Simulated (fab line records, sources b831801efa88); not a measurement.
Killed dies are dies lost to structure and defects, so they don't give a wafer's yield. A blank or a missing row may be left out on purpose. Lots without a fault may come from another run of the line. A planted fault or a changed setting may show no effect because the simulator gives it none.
Which tool did it? | flow sfq_line | 7 lots, 21 wafers sampled, at 1 step of a route of 325

WHAT THE GAUGES READ, wafer by wafer
SFQ_M3_OVL_MEAS_921.
lot  | measured     | on         | M3_OVL (nm)
L860 | day 28 00:12 | overlay-02 | -7 -4 -5
L863 | day 29 02:37 | overlay-01 | 10 12 7
L866 | day 30 03:48 | overlay-01 | 8 1 -1
L873 | day 33 12:24 | overlay-01 | 0 3 7
L875 | day 34 06:24 | overlay-01 | 3 1 -1
L878 | day 35 02:49 | overlay-02 | 0 2 -1
L880 | day 35 11:13 | overlay-02 | 6 14 6

WHICH TOOL RAN EACH LOT (tool, then ch and the chambers of the sampled wafers, then the start)
The record holds no process step before these readings.

THE ANSWER, worked out from the rows above alone
Rule: what is usual is taken from the lots themselves. Put in order of their means at a reading, lots are off if they are a third of the lots or fewer, leave a main group of 4 or more, and stand apart from it by a gap of 3 or more times the standard deviation of the main group's means; of several such gaps the widest counts. A main group whose means are all the same, to the digits that the tables above print for the reading, isn't used. A lot without any number at a reading at which 4 lots or more have one is off too. The other lots that the step has rows for count as sound.
No lot is off at any reading shown: from this, nothing can be told.

WHAT THE SIMULATOR HAD PUT IN
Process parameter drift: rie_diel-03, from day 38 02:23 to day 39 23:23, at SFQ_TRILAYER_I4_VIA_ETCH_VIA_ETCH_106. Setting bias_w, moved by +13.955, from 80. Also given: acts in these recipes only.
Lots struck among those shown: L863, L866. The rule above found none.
